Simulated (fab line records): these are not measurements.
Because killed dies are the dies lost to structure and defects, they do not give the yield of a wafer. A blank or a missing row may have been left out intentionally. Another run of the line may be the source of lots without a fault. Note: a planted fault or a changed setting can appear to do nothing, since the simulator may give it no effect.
The same fault as seen by 2 desks    flow sky130    only its own numbers are on each desk; what lay behind them is given at the end

TOOL OWNER'S DESK, rieDiel-01
The tool's own readings at SKY_VIA2_ETCH_14 (etches BARC in N2/H2, stops on SiO2, time 45.9 s, target depth 60 nm): means of the sampled wafers that have a number, for each lot that ran on this tool. Any lot whose mean is over 4 standard deviations away from the usual mean is out of limits and marked OUT; that distance is given in the brackets.
Columns: A = drypumpMotorCurrentA at SKY_VIA2_ETCH_14, usual 5.7 A; B = oesProductAu at SKY_VIA2_ETCH_14, usual 0.855 a.u.; C = throttleValvePct at SKY_VIA2_ETCH_14, usual 13.225 %
lot   first seen here  A    B                 C
L542  day 38 08:19     5.8  0.856             13.210
L543  day 38 12:06     5.7  0.857             13.234
L544  day 38 19:20     5.4  0.764 (-19) OUT   13.210
L546  day 39 05:16     5.6  0.807 (-9.7) OUT  13.224
L557  day 42 14:00     5.8  0.853             13.230
Finding of this desk: L544, L546 out of limits; the first was L544 at day 38 19:20, on oesProductAu at SKY_VIA2_ETCH_14. L542, L543, L557 stayed within limits.

FROM THE METROLOGY DESK
Lot by lot, what the gauges showed, no matter which tool ran the lot: averages of those sampled wafers that carry a number. Any lot whose mean is over 4 standard deviations away from the usual mean is out of limits and marked OUT; that distance is given in the brackets.
Columns: A = CONTACT_OVL at SKY_CONTACT_OVL_MEAS_15, usual 0 nm; B = METAL1_ALCU_RS at SKY_METAL1_RS_MEAS_05, usual 0.1274 ohm/sq
lot   first seen here  A    B
L539  day 32 15:44     -2   0.1251
L538  day 32 15:46     -2   0.1305
L541  day 33 15:40     -5   0.1293
L542  day 33 16:58     -1   0.1278
L543  day 33 21:08     7    0.1277
L544  day 34 03:51     6    0.1267
L545  day 34 13:48     -3   0.1280
L546  day 34 14:30     -1   0.1260
L549  day 36 01:19     4    0.1279
L551  day 36 08:25     2    0.1281
L554  day 37 09:42     5    0.1262
L557  day 38 08:13     4    0.1292
L558  day 38 09:30     -13  0.1284
L559  day 38 17:48     5    0.1283
Result from this desk: across the 14 lots, nothing is out of limits.

BROUGHT TOGETHER
The tool owner's desk had the chance to raise an alarm at day 38 19:20 on L544, L546.
The metrology desk saw nothing out of limits.
The metrology desk has L544, L546 on record, within its limits.
Every lot named ran SKY_VIA2_ETCH_14 on rieDiel-01.

WHAT THE SIMULATOR HAD PUT IN
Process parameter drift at SKY_VIA2_ETCH_14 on rieDiel-01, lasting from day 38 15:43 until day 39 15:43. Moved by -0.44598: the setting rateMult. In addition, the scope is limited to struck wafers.
Shown lots that were struck: L544, L546.
Time in hours from fault onset to the first out-of-limits reading at each desk: the tool owner's desk, 4.
